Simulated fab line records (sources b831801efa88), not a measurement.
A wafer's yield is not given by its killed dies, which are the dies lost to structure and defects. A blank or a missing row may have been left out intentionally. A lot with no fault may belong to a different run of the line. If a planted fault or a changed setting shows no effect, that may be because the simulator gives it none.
Which tool did it? -- flow sky130 -- 11 lots with 33 wafers sampled at 4 steps, on a route of 708 steps

== WHAT THE GAUGES SHOWED, per wafer ==
SKY_CONTACT_THK_MEAS_01. Usual: CONTACT_CVD_00_THK typically reads 74.9 nm, with standard deviation 0.9.
lot,measured,on,CONTACT_CVD_00_THK (nm),flag
L684,day 31 06:19,film_metro-01,73.9 73.6 75.6,
L685,day 31 13:08,film_metro-04,74.5 75.7 75.9,
L686,day 31 22:40,film_metro-02,73.9 75.3 75.5,
L687,day 32 08:13,film_metro-02,72.9 74.4 74.9,
L692,day 34 00:47,film_metro-04,75.8 96.3 96.3,OFF
L693,day 34 03:11,film_metro-04,94.8 74.2 96.1,OFF
L701,day 36 17:40,film_metro-01,74.2 74.0 75.0,
L704,day 37 10:33,film_metro-02,75.3 76.0 76.2,
L705,day 37 17:37,film_metro-02,73.6 76.2 73.6,
L706,day 38 05:21,film_metro-02,75.7 74.0 75.3,
L707,day 38 14:35,film_metro-01,75.3 75.0 76.4,

== WHAT TOOL EACH LOT RAN ON (gives the tool, then ch and the chambers of the sampled wafers, and finally the start) ==
lot,SKY_LI_CONTACT_ETCH_14,SKY_LI_CONTACT_CVD_21,SKY_CONTACT_CVD_00
L684,"rie_diel-04 ch 0,1,2, day 29 23:43","cvd_w-02 ch 1, day 30 00:20","pecvd-02 ch 0,1,2, day 31 06:16"
L685,"rie_diel-02 ch 0,1, day 30 06:04","cvd_w-02 ch 0,1, day 30 06:40","pecvd-03 ch 0,2, day 31 13:05"
L686,"rie_diel-04 ch 0,1, day 30 16:59","cvd_w-02 ch 0,1, day 30 17:35","pecvd-03 ch 0,1, day 31 22:37"
L687,"rie_diel-03 ch 1,3, day 31 02:31","cvd_w-02 ch 0,1, day 31 03:05","pecvd-03 ch 0,1, day 32 08:11"
L692,"rie_diel-04 ch 0,2, day 32 19:13","cvd_w-02 ch 0,1, day 32 19:50","pecvd-03 ch 0,2, day 34 00:44"
L693,"rie_diel-04 ch 0,2, day 32 20:38","cvd_w-02 ch 0,1, day 32 21:13","pecvd-03 ch 0,2, day 34 03:08"
L701,"rie_diel-04 ch 0,2,3, day 35 12:35","cvd_w-02 ch 0,1, day 35 13:09","pecvd-01 ch 1,2, day 36 17:37"
L704,"rie_diel-03 ch 0,2,3, day 36 05:58","cvd_w-02 ch 0,1, day 36 06:32","pecvd-02 ch 1,2, day 37 10:31"
L705,"rie_diel-03 ch 0,1,2, day 36 12:46","cvd_w-02 ch 0,1, day 36 13:20","pecvd-02 ch 0,1,2, day 37 17:35"
L706,"rie_diel-03 ch 1,2,3, day 37 00:25","cvd_w-02 ch 0,1, day 37 00:58","pecvd-01 ch 0,1, day 38 05:19"
L707,"rie_diel-03 ch 2,3, day 37 08:56","cvd_w-02 ch 0,1, day 37 09:30","pecvd-02 ch 1,2, day 38 14:32"
- SKY_LI_CONTACT_ETCH_14: etches BARC in N2/H2, stops on SiO2, time 45.9 s, target depth 60 nm.
- SKY_LI_CONTACT_CVD_21: deposits W, target thk 400 nm, time 120.56 s.
- SKY_CONTACT_CVD_00: deposits Si3N4, target thk 75 nm.

== WHAT THE TOOLS THEMSELVES READ (means of the sampled wafers that have a number; where no wafer has one, the mark that the record gives instead) ==
SKY_LI_CONTACT_ETCH_14. Usual: drypump_motor_current_A 5.7 A, standard deviation 0.4; oes_product_au 0.855 a.u., standard deviation 0.0049; throttle_valve_pct 13.224 %, standard deviation 0.0085.
lot,tool,drypump_motor_current_A (A),oes_product_au (a.u.),throttle_valve_pct (%),flag
L684,rie_diel-04,5.8,0.857,13.229,
L685,rie_diel-02,5.3,0.853,13.230,
L686,rie_diel-04,5.6,0.850,13.211,
L687,rie_diel-03,6.0,0.856,13.227,
L692,rie_diel-04,5.4,0.856,13.220,
L693,rie_diel-04,5.4,0.854,13.223,
L701,rie_diel-04,5.6,0.854,13.226,
L704,rie_diel-03,5.7,0.859,13.227,
L705,rie_diel-03,6.1,0.855,13.226,
L706,rie_diel-03,5.9,0.856,13.222,
L707,rie_diel-03,5.7,0.850,13.227,

SKY_LI_CONTACT_CVD_21. Usual: heater_power_w at 877 W, with a standard deviation of 77.
lot,tool,heater_power_w (W),flag
L684,cvd_w-02,932,
L685,cvd_w-02,838,
L686,cvd_w-02,885,
L687,cvd_w-02,848,
L692,cvd_w-02,849,
L693,cvd_w-02,839,
L701,cvd_w-02,849,
L704,cvd_w-02,887,
L705,cvd_w-02,891,
L706,cvd_w-02,846,
L707,cvd_w-02,887,

SKY_CONTACT_CVD_00. Usual: heater_power_w at 776 W, with a standard deviation of 110.
lot,tool,heater_power_w (W),flag
L684,pecvd-02,821,
L685,pecvd-03,885,
L686,pecvd-03,682,
L687,pecvd-03,663,
L692,pecvd-03,928,
L693,pecvd-03,878,
L701,pecvd-01,665,
L704,pecvd-02,764,
L705,pecvd-02,797,
L706,pecvd-01,751,
L707,pecvd-02,850,

== THE ANSWER, worked out from the rows above alone ==
Rule: a lot is off if the mean of its wafers that have a number lies more than 3 standard deviations from the usual mean. A lot without any number at a reading at which 4 lots or more have one is off too. The other lots that the step has rows for count as sound. After the gauges, taken in route order, come the tools' own readings; for these a lot's mean is taken, as printed above. The first step at which some lot is off is used, and at that step the reading that is off furthest; a lot without a number counts as furthest.
Off: L692, L693, seen at SKY_CONTACT_THK_MEAS_01 (CONTACT_CVD_00_THK).
A tool fits if, at a process step before that reading, it ran every lot that is off, and no sound lot after the first of them. The gauges at SKY_CONTACT_THK_MEAS_01 are tried like those tools. Undecided on this evidence; 2 tools fit (pecvd-03 at SKY_CONTACT_CVD_00, film_metro-04 at SKY_CONTACT_THK_MEAS_01).

== WHAT HAD BEEN PUT IN BY THE SIMULATOR ==
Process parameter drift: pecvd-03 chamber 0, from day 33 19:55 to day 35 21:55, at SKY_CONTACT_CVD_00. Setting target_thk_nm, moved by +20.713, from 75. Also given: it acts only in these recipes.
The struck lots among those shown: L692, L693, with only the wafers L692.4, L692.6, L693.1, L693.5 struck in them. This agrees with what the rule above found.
